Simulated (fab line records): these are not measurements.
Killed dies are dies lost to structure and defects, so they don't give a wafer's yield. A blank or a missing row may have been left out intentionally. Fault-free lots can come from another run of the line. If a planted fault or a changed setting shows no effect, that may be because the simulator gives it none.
fab line records | flow sky130 | part 1 of 2: steps 1 to 27 of 36
record lots=5 wafers=15 last-day=49
route steps=708 shown LI_CONTACT@373 LOCAL_INTERCONNECT@387 CONTACT@406
lots that met no fault: taken from a fault-free run of the same line
start-h: hours from the record's opening day to when the first of the lot's shown wafers began | wait-h: hours from the lot's prior step to this one | " unchanged from the row above | L1.1+2: one row covering several wafers at once | - either no value or no given start | * or withheld: withheld | < > ~ a bound
route shown NAME@n: a module of which the file shows steps, and the number in the route of the first | usual: mean/standard deviation taken from wafers without a fault | same: alike in all rows | chamber/n: place in a boat | sites: per-site readings | _std_site: standard deviation of those values | _edge_site: mean of outer sites minus mean of inner sites | radius-mm: how far each site lies from the wafer's centre | mask NAME#n: copy n | behind: the last tool/chamber to shape the wafer | hold: why the lot was held/for how many hours/how that ended | device: which transistor (n, p or np) failed to switch | end of line: tests run on the same wafers once the route is complete | for a step that has no rows: nothing shown but its recipe | killed: dies that structure and defects cost at the first sort, which is not the same as the wafer's yield | map: shows each die of a wafer: x if killed, . if not, _ if none is there
set.NAME: the setting the step ran with; set.NAME@STEP: the setting that earlier step ran with | model.NAME: the simulator's own value behind a step, which no gauge read
certain route steps with their lots: each step a table, each wafer a row
services: a tool's chamber out of use, with start hour (start-h, from the record's first day; less than 0 if before it), hours out, and reason
## steps
# step SKY_LI_CONTACT_DEVELOP_11
# recipe develop-time-s=60 resist=KrF-thick dev-temp-c=21
# columns lot.wafer tool chamber start-h wait-h
L079.3+4+5 litho-track-01 0 - -
L080.2+4+6 litho-track-02 0 - -
L087.2+3+6 litho-track-01 0 - -
L089.1+4+5 litho-track-03 0 - -
L094.3+5+6 litho-track-01 0 - -
# step SKY_LI_CONTACT_CD_MEAS_12
# recipe target-cd-nm=170
# usual cd-nm=169.8/1.6
# columns lot.wafer tool chamber start-h wait-h cd-nm
L079.3 cd-sem-02 - 726.94 - 171.8
L079.4 " - " " 170.4
L079.5 " - " " 171.9
L080.2 cd-sem-01 - 728.44 - 167.4
L080.4 " - " " 167.9
L080.6 " - " " 167.6
L087.2 cd-sem-01 - 776.87 - 169.7
L087.3 " - " " 170.2
L087.6 " - " " 169.0
L089.1 cd-sem-01 - 791.56 - 171.4
L089.4 " - " " 170.2
L089.5 " - " " 169.5
L094.3 cd-sem-01 - 825.04 - 166.5
L094.5 " - " " 166.6
L094.6 " - " " 167.0
# step SKY_LI_CONTACT_OVL_MEAS_13
# usual LI_CONTACT_OVL=-2/5.5
# columns lot.wafer tool chamber start-h wait-h LI_CONTACT_OVL[nm]
L079.3 overlay-02 - 727.03 0.1 -4
L079.4 " - " " 9
L079.5 " - " " 3
L080.2 overlay-02 - 728.55 0.1 8
L080.4 " - " " 2
L080.6 " - " " 14
L087.2 overlay-01 - 776.97 0.1 -10
L087.3 " - " " -3
L087.6 " - " " 3
L089.1 overlay-01 - 791.68 0.1 -4
L089.4 " - " " -7
L089.5 " - " " -8
L094.3 overlay-02 - 825.13 0.1 -15
L094.5 " - " " -12
L094.6 " - " " -13
# step SKY_LI_CONTACT_ETCH_14
# recipe chemistry=N2/H2 target=BARC ion-energy-ev=200 source-w=500 bias-w=100 pressure-mtorr=30 n2-flow-sccm=100 h2-flow-sccm=200 stop-on=SiO2 time-s=45.9 target-depth-a=600
# usual bias-w=100.06/0.3 drypump-motor-current-A=5.67/0.29 n2-flow-sccm=100.1/0.3 oes-product-au=0.854/0.0049 throttle-valve-pct=13.223/0.01
# columns lot.wafer tool chamber start-h wait-h bias-w drypump-motor-current-A n2-flow-sccm oes-product-au rf-hours-counter-h throttle-valve-pct
L079.3 rie-diel-01 1 727.05 0.0 99.74 5.54 100.1 0.855 13 13.232
L079.4 " 0 " " 99.87 5.29 100.1 0.857 12 13.225
L079.5 " 2 " " 99.66 5.60 100.3 0.855 - 13.228
L080.2 rie-diel-02 1 728.58 0.0 100.43 5.54 100.0 0.850 13 13.217
L080.4 " 1 " " 100.14 5.56 100.2 0.851 - 13.220
L080.6 " 2 " " 99.81 6.53 100.0 0.854 - 13.238
L087.2 rie-diel-03 0 777.00 0.0 99.71 6.00 99.9 0.851 2 13.231
L087.3 " 2 " " 99.77 5.73 100.2 0.856 3 13.227
L087.6 " 3 " " 100.19 5.77 100.2 0.850 - 13.227
L089.1 rie-diel-01 0 791.72 0.0 99.56 5.31 100.7 0.850 14 13.218
L089.4 " 2 " " 99.94 5.56 100.1 0.856 9 13.213
L089.5 " 1 " " 100.16 5.53 100.0 0.863 - 13.207
L094.3 rie-diel-03 2 825.15 0.0 100.10 5.72 99.9 0.853 4 13.226
L094.5 " 3 " " 100.12 5.75 100.1 0.856 - 13.239
L094.6 " 0 " " 100.31 6.01 100.1 0.860 - 13.234
# step SKY_LI_CONTACT_ETCH_15
# recipe target=PSG chemistry=C4F8/O2/Ar stop-on=Si taper-deg=4.15 mask-material=KrF-thick source-w=1500 bias-w=1200 pressure-mtorr=40 c4f8-flow-sccm=withheld O2_flow_sccm=6 Ar_flow_sccm=300 time-s=withheld target-depth-a=6000
# usual bias-w=1200/3.5 oes-product-au=0.837/0.0045
# columns lot.wafer tool chamber start-h wait-h bias-w oes-product-au
L079.3 rie-diel-01 1 727.10 0.0 1197 0.841
L079.4 " 0 " " 1200 0.845
L079.5 " 2 " " 1202 0.834
L080.2 rie-diel-02 1 728.62 0.0 1200 0.846
L080.4 " 1 " " 1199 0.839
L080.6 " 2 " " 1201 0.831
L087.2 rie-diel-03 0 777.05 0.0 1195 0.835
L087.3 " 2 " " 1206 0.833
L087.6 " 3 " " 1200 0.837
L089.1 rie-diel-01 0 791.76 0.0 1206 0.838
L089.4 " 2 " " 1202 0.842
L089.5 " 1 " " 1202 0.836
L094.3 rie-diel-03 2 825.20 0.0 1199 0.838
L094.5 " 3 " " 1196 0.838
L094.6 " 0 " " 1194 0.836
# step SKY_LI_CONTACT_STRIP_16
# recipe chemistry=O2/N2 power-w=1400 pressure-mtorr=1500 platen-temp-c=withheld o2-flow-sccm=3000 n2-flow-sccm=300 overash-fraction=0.5
# usual drypump-motor-current-A=5.3/0.37 n2-flow-sccm=299.9/0.87 oes-product-au=0.377/0.0047 strip-time-to-endpoint-s=3.51/0.033
# columns lot.wafer tool chamber start-h wait-h drypump-motor-current-A n2-flow-sccm oes-product-au rf-hours-counter-h strip-time-to-endpoint-s
L079.3 plasma-asher-03 1 727.21 - 5.3 299.9 0.376 - 3.52
L079.4 " 0 " " 5.4 299.2 0.378 - 3.50
L079.5 " 0 " " 5.4 300.4 0.379 - 3.50
L080.2 plasma-asher-01 1 728.70 - 5.0 300.3 0.374 95 3.46
L080.4 " 0 " " 5.7 300.9 0.371 - 3.46
L080.6 " 1 " " 5.0 301.8 0.371 - 3.49
L087.2 plasma-asher-03 1 777.13 - 5.3 299.8 0.380 3 3.52
L087.3 " 1 " " 5.3 300.8 0.377 - 3.50
L087.6 " 0 " " 5.4 299.4 0.376 - 3.52
L089.1 plasma-asher-01 1 791.85 - 5.0 298.9 0.369 102 3.48
L089.4 " 0 " " 5.7 299.4 0.368 - 3.46
L089.5 " 0 " " 5.6 300.5 0.380 - 3.51
L094.3 plasma-asher-04 1 825.32 - 5.8 299.9 0.378 - 3.55
L094.5 " 0 " " 4.7 300.8 0.376 - 3.49
L094.6 " 1 " " 5.8 299.9 0.378 - 3.56
# step SKY_LI_CONTACT_CLEAN_17
# recipe chemistry=NMP time-s=600 temp-c=60 dry=n2-spin
# columns lot.wafer tool chamber start-h wait-h
L079.3+4+5 wet-bench-02 0 727.28 0.0
L080.2+4+6 wet-bench-04 3 728.80 0.1
L087.2+3+6 wet-bench-02 1 777.23 0.1
L089.1+4+5 wet-bench-01 1 791.95 0.1
L094.3+5+6 wet-bench-04 2 825.38 0.0
# step SKY_LI_CONTACT_PRE_CLEAN_18
# recipe gas=Ar time-s=5.6 bias-v=358
# columns lot.wafer tool chamber start-h wait-h
L079.3+4+5 pvd-sputter-04 - 727.47 0.0
L080.2+4+6 pvd-sputter-01 - 728.98 0.0
L087.2+3+6 pvd-sputter-02 - 777.41 0.0
L089.1+4+5 pvd-sputter-02 - 792.14 0.0
L094.3+5+6 pvd-sputter-02 - 825.57 0.0
# step SKY_LI_CONTACT_SPUTTER_19
# recipe material=Ti target-thk-nm=20 chamber-pressure-pa=5 power-w=2500 substrate-temp-c=200 time-s=106.37
# usual throttle-valve-pct=29.9/1.1
# columns lot.wafer tool chamber start-h wait-h throttle-valve-pct
L079.3 pvd-sputter-04 - 727.49 0.0 31.9
L079.4 " - " " 29.6
L079.5 " - " " 30.2
L080.2 pvd-sputter-01 - 729.00 0.0 28.5
L080.4 " - " " 29.1
L080.6 " - " " 29.0
L087.2 pvd-sputter-02 - 777.43 0.0 28.6
L087.3 " - " " 29.6
L087.6 " - " " 28.9
L089.1 pvd-sputter-02 - 792.16 0.0 28.7
L089.4 " - " " 31.6
L089.5 " - " " 31.5
L094.3 pvd-sputter-02 - 825.59 0.0 31.5
L094.5 " - " " 31.2
L094.6 " - " " 29.5
# step SKY_LI_CONTACT_SPUTTER_20
# recipe material=TiN target-thk-nm=20 chamber-pressure-pa=5 power-w=4000 time-s=80
# usual throttle-valve-pct=29.9/1.1
# columns lot.wafer tool chamber start-h wait-h throttle-valve-pct
L079.3 pvd-sputter-04 - 727.57 0.0 31.8
L079.4 " - " " 29.8
L079.5 " - " " 29.8
L080.2 pvd-sputter-01 - 729.07 0.0 28.6
L080.4 " - " " 29.1
L080.6 " - " " 29.0
L087.2 pvd-sputter-02 - 777.50 0.0 28.6
L087.3 " - " " 29.7
L087.6 " - " " 28.9
L089.1 pvd-sputter-02 - 792.23 0.0 28.8
L089.4 " - " " 31.2
L089.5 " - " " 31.7
L094.3 pvd-sputter-02 - 825.67 0.0 31.6
L094.5 " - " " 31.5
L094.6 " - " " 29.8
# step SKY_LI_CONTACT_CVD_21
# recipe material=W target-thk-nm=400 time-s=120.56 temp-c=400 pressure-torr=40
# usual heater-power-w=867/69
# columns lot.wafer tool chamber start-h wait-h heater-power-w
L079.3 cvd-w-02 1 727.71 0.1 958
L079.4 " 1 " " 988
L079.5 " 1 " " 946
L080.2 cvd-w-01 0 729.13 0.0 899
L080.4 " 1 " " 795
L080.6 " 0 " " 883
L087.2 cvd-w-01 0 777.56 0.0 910
L087.3 " 0 " " 880
L087.6 " 0 " " 891
L089.1 cvd-w-02 1 792.29 0.0 946
L089.4 " 0 " " 863
L089.5 " 1 " " 971
L094.3 cvd-w-01 1 825.77 0.1 764
L094.5 " 1 " " 805
L094.6 " 0 " " 902
# step SKY_LI_CONTACT_RS_MEAS_22
# recipe thk-meas-gauge=four-point-probe reads=W_of_LI_CONTACT_CVD_21+TiN_of_LI_CONTACT_SPUTTER_20+Ti_of_LI_CONTACT_SPUTTER_19
# usual LI_CONTACT_W_RS=0.2849/0.0026
# columns lot.wafer tool chamber start-h wait-h LI_CONTACT_W_RS[ohm/sq]
L079.3 film-metro-02 - 727.92 0.2 0.2905
L079.4 " - " " 0.2882
L079.5 " - " " 0.2866
L080.2 film-metro-04 - 729.28 0.1 0.2793
L080.4 " - " " 0.2841
L080.6 " - " " 0.2820
L087.2 film-metro-04 - 777.71 0.1 0.2828
L087.3 " - " " 0.2820
L087.6 " - " " 0.2834
L089.1 film-metro-04 - 792.42 0.1 0.2841
L089.4 " - " " 0.2836
L089.5 " - " " 0.2819
L094.3 film-metro-01 - 825.90 0.1 0.2878
L094.5 " - " " 0.2857
L094.6 " - " " 0.2826
# step SKY_LI_CONTACT_THK_MEAS_23
# recipe thk-meas-gauge=xrf reads=W_of_LI_CONTACT_CVD_21
# usual LI_CONTACT_W_THK=407/4.7
# columns lot.wafer tool chamber start-h wait-h LI_CONTACT_W_THK[nm]
L079.3 film-metro-02 - 728.02 0.1 399
L079.4 " - " " 405
L079.5 " - " " 405
L080.2 film-metro-04 - 729.39 0.1 416
L080.4 " - " " 411
L080.6 " - " " 413
L087.2 film-metro-04 - 777.82 0.1 410
L087.3 " - " " 410
L087.6 " - " " 408
L089.1 film-metro-04 - 792.54 0.1 407
L089.4 " - " " 407
L089.5 " - " " 404
L094.3 film-metro-01 - 826.00 0.1 402
L094.5 " - " " 406
L094.6 " - " " 409
# step SKY_LI_CONTACT_CMP_24
# recipe stop-on=PSG t-overpolish-s=20 down-force-psi=3.5 platen-rpm=60 target-thk-nm=0 pad-velocity-m-s=0.94248
# usual edge-zone-pressure-frac=1.001/0.0054 motor-current-A=11.7/0.87 overpolish-run-s=20.001/0.0081 time-to-endpoint-s=97/4.1
# columns lot.wafer tool chamber start-h wait-h edge-zone-pressure-frac motor-current-A overpolish-run-s time-to-endpoint-s
L079.3 cmp-01 2 728.11 0.1 0.995 11.2 19.995 94
L079.4 " 0 " " 0.998 13.0 20.006 100
L079.5 " 2 " " 0.994 12.0 19.995 95
L080.2 cmp-02 3 729.49 0.1 1.002 10.2 19.996 102
L080.4 " 1 " " 1.004 12.0 20.004 92
L080.6 " 2 " " 1.001 12.0 20.003 93
L087.2 cmp-02 3 777.92 0.1 1.000 10.7 20.004 107
L087.3 " 1 " " 1.003 11.8 19.985 103
L087.6 " 2 " " 0.993 11.5 19.999 100
L089.4 cmp-02 1 792.60 0.0 1.007 11.6 20.004 98
L089.1 " 0 " " 1.000 11.8 20.005 98
L089.5 " 2 " " 0.994 12.0 20.012 103
L094.3 cmp-02 0 826.04 0.0 1.001 11.6 19.987 92
L094.6 " 0 " " 0.997 11.2 19.998 92
L094.5 " 1 " " 0.996 12.4 20.006 93
# step SKY_LOCAL_INTERCONNECT_SPUTTER_00
# recipe material=TiN target-thk-nm=100 temp-c=300 power-w=6500 time-s=83.3 chamber-pressure-pa=0.4
# usual throttle-valve-pct=29.5/0.72
# columns lot.wafer tool chamber start-h wait-h throttle-valve-pct
L079.3 pvd-sputter-03 - 728.36 0.2 29.1
L079.4 " - " " 29.7
L079.5 " - " " 29.3
L080.2 pvd-sputter-03 - 729.74 0.2 29.3
L080.4 " - " " 29.2
L080.6 " - " " 29.7
L087.2 pvd-sputter-01 - 778.17 0.2 29.0
L087.3 " - " " 30.4
L087.6 " - " " 28.3
L089.1 pvd-sputter-01 - 792.90 0.1 29.0
L089.4 " - " " 28.5
L089.5 " - " " 29.1
L094.3 pvd-sputter-03 - 826.34 0.2 30.0
L094.5 " - " " 29.5
L094.6 " - " " 29.7
# step SKY_LOCAL_INTERCONNECT_RS_MEAS_01
# recipe thk-meas-gauge=four-point-probe reads=TiN_of_LOCAL_INTERCONNECT_SPUTTER_00
# usual LOCAL_INTERCONNECT_TIN_RS=14.08/0.19
# columns lot.wafer tool chamber start-h wait-h LOCAL_INTERCONNECT_TIN_RS[ohm/sq]
L079.3 film-metro-03 - 728.46 0.1 14.05
L079.4 " - " " 14.05
L079.5 " - " " 14.10
L080.2 film-metro-04 - 729.82 0.1 13.81
L080.4 " - " " 13.79
L080.6 " - " " 13.86
L087.2 film-metro-02 - 778.25 0.1 14.33
L087.3 " - " " 14.05
L087.6 " - " " 13.95
L089.1 film-metro-04 - 792.96 0.0 14.06
L089.4 " - " " 13.97
L089.5 " - " " 14.01
L094.3 film-metro-04 - 826.44 0.1 14.21
L094.5 " - " " 14.14
L094.6 " - " " 14.26
# step SKY_LOCAL_INTERCONNECT_THK_MEAS_02
# recipe thk-meas-gauge=xrf reads=TiN_of_LOCAL_INTERCONNECT_SPUTTER_00
# usual LOCAL_INTERCONNECT_TIN_THK=101.0/1.3
# columns lot.wafer tool chamber start-h wait-h LOCAL_INTERCONNECT_TIN_THK[nm]
L079.3 film-metro-03 - 728.56 0.1 100.9
L079.4 " - " " 100.8
L079.5 " - " " 100.7
L080.2 film-metro-04 - 729.93 0.1 103.4
L080.4 " - " " 103.1
L080.6 " - " " 102.5
L087.2 film-metro-02 - 778.36 0.1 99.6
L087.3 " - " " 101.2
L087.6 " - " " 101.7
L089.1 film-metro-04 - 793.08 0.1 101.0
L089.4 " - " " 101.3
L089.5 " - " " 101.7
L094.3 film-metro-04 - 826.54 0.1 99.8
L094.5 " - " " 100.6
L094.6 " - " " 99.3
# step SKY_LOCAL_INTERCONNECT_DEHYDRATE_03
# recipe temp-c=200 time-s=60
# columns lot.wafer tool chamber start-h wait-h
L079.3+4+5 litho-track-02 0 741.47 12.9
L080.2+4+6 litho-track-02 0 743.14 13.2
L087.2+3+6 litho-track-01 0 791.17 12.8
L089.1+4+5 litho-track-01 0 805.55 12.5
L094.3+5+6 litho-track-01 0 838.65 12.1
# step SKY_LOCAL_INTERCONNECT_HMDS_04
# recipe prime-time-s=60 prime-temp-c=120
# columns lot.wafer tool chamber start-h wait-h
L079.3+4+5 litho-track-02 0 741.62 0.1
L080.2+4+6 litho-track-02 0 743.29 0.1
L087.2+3+6 litho-track-01 0 791.32 0.1
L089.1+4+5 litho-track-01 0 805.70 0.1
L094.3+5+6 litho-track-01 0 838.80 0.1
# step SKY_LOCAL_INTERCONNECT_COAT_05
# recipe resist=BARC temp-c=withheld time-s=withheld spin-rpm=3000 resist-thk-nm=60
# columns lot.wafer tool chamber start-h wait-h
L079.3+4+5 litho-track-02 0 741.77 0.1
L080.2+4+6 litho-track-02 0 743.44 0.1
L087.2+3+6 litho-track-01 0 791.47 0.1
L089.1+4+5 litho-track-01 0 805.85 0.1
L094.3+5+6 litho-track-01 0 838.95 0.1
# step SKY_LOCAL_INTERCONNECT_COAT_06
# recipe resist=KrF-thick spin-rpm=3000 resist-thk-nm=450
# columns lot.wafer tool chamber start-h wait-h
L079.3+4+5 litho-track-02 0 - -
L080.2+4+6 litho-track-02 0 - -
L087.2+3+6 litho-track-01 0 - -
L089.1+4+5 litho-track-01 0 - -
L094.3+5+6 litho-track-01 0 - -
# step SKY_LOCAL_INTERCONNECT_SOFTBAKE_07
# recipe temp-c=100 time-s=90 resist=KrF-thick
# columns lot.wafer tool chamber start-h wait-h
L079.3+4+5 litho-track-02 0 - -
L080.2+4+6 litho-track-02 0 - -
L087.2+3+6 litho-track-01 0 - -
L089.1+4+5 litho-track-01 0 - -
L094.3+5+6 litho-track-01 0 - -
# step SKY_LOCAL_INTERCONNECT_EXPOSE_08
# recipe mask-id=LI1M na=0.8 source-shape=annular sigma-inner=0.55 sigma-outer=0.85 target-cd-nm=170 dose-mj=28
# usual exposure-dose-mJ-cm2=27.98/0.032
# same na=0.8
# columns lot.wafer tool chamber start-h wait-h mask exposure-dose-mJ-cm2
L079.3 krf-scanner-02 0 - - LI1M#0 27.98
L079.4 " 0 " " LI1M#0 28.00
L079.5 " 0 " " LI1M#0 28.00
L080.2 krf-scanner-02 0 - - LI1M#0 28.03
L080.4 " 0 " " LI1M#0 27.98
L080.6 " 0 " " LI1M#0 28.00
L087.2 krf-scanner-02 0 - - LI1M#0 27.94
L087.3 " 0 " " LI1M#0 27.91
L087.6 " 0 " " LI1M#0 27.97
L089.1 krf-scanner-02 0 - - LI1M#0 27.96
L089.4 " 0 " " LI1M#0 28.02
L089.5 " 0 " " LI1M#0 27.94
L094.3 krf-scanner-02 0 - - LI1M#0 27.97
L094.5 " 0 " " LI1M#0 27.97
L094.6 " 0 " " LI1M#0 28.01
# step SKY_LOCAL_INTERCONNECT_PEB_09
# recipe peb-temp-c=withheld peb-time-s=withheld resist=KrF-thick
# columns lot.wafer tool chamber start-h wait-h
L079.3+4+5 litho-track-01 0 - -
L080.2+4+6 litho-track-04 0 - -
L087.2+3+6 litho-track-04 0 - -
L089.1+4+5 litho-track-02 0 - -
L094.3+5+6 litho-track-04 0 - -
# step SKY_LOCAL_INTERCONNECT_DEVELOP_10
# recipe develop-time-s=60 resist=KrF-thick dev-temp-c=21
# columns lot.wafer tool chamber start-h wait-h
L079.3+4+5 litho-track-01 0 - -
L080.2+4+6 litho-track-04 0 - -
L087.2+3+6 litho-track-04 0 - -
L089.1+4+5 litho-track-02 0 - -
L094.3+5+6 litho-track-04 0 - -
# step SKY_LOCAL_INTERCONNECT_CD_MEAS_11
# recipe target-cd-nm=170
# usual cd-nm=170.2/1.6
# columns lot.wafer tool chamber start-h wait-h cd-nm
L079.3 cd-sem-02 - 755.84 - 169.2
L079.4 " - " " 168.9
L079.5 " - " " 170.4
L080.2 cd-sem-01 - 757.31 - 171.2
L080.4 " - " " 169.9
L080.6 " - " " 171.7
L087.2 cd-sem-02 - 804.91 - 167.3
L087.3 " - " " 167.3
L087.6 " - " " 169.1
L089.1 cd-sem-02 - 819.37 - 169.9
L089.4 " - " " 170.2
L089.5 " - " " 169.9
L094.3 cd-sem-01 - 851.23 - 167.4
L094.5 " - " " 168.6
L094.6 " - " " 168.1
# step SKY_LOCAL_INTERCONNECT_OVL_MEAS_12
# usual LOCAL_INTERCONNECT_OVL=4/5.2
# columns lot.wafer tool chamber start-h wait-h LOCAL_INTERCONNECT_OVL[nm]
L079.3 overlay-01 - 755.93 0.1 -6
L079.4 " - " " 8
L079.5 " - " " 4
L080.2 overlay-01 - 757.42 0.1 -2
L080.4 " - " " -4
L080.6 " - " " 3
L087.2 overlay-02 - 805.03 0.1 5
L087.3 " - " " 6
L087.6 " - " " 4
L089.1 overlay-02 - 819.49 0.1 8
L089.4 " - " " 8
L089.5 " - " " 8
L094.3 overlay-02 - 851.32 0.1 5
L094.5 " - " " 1
L094.6 " - " " 0
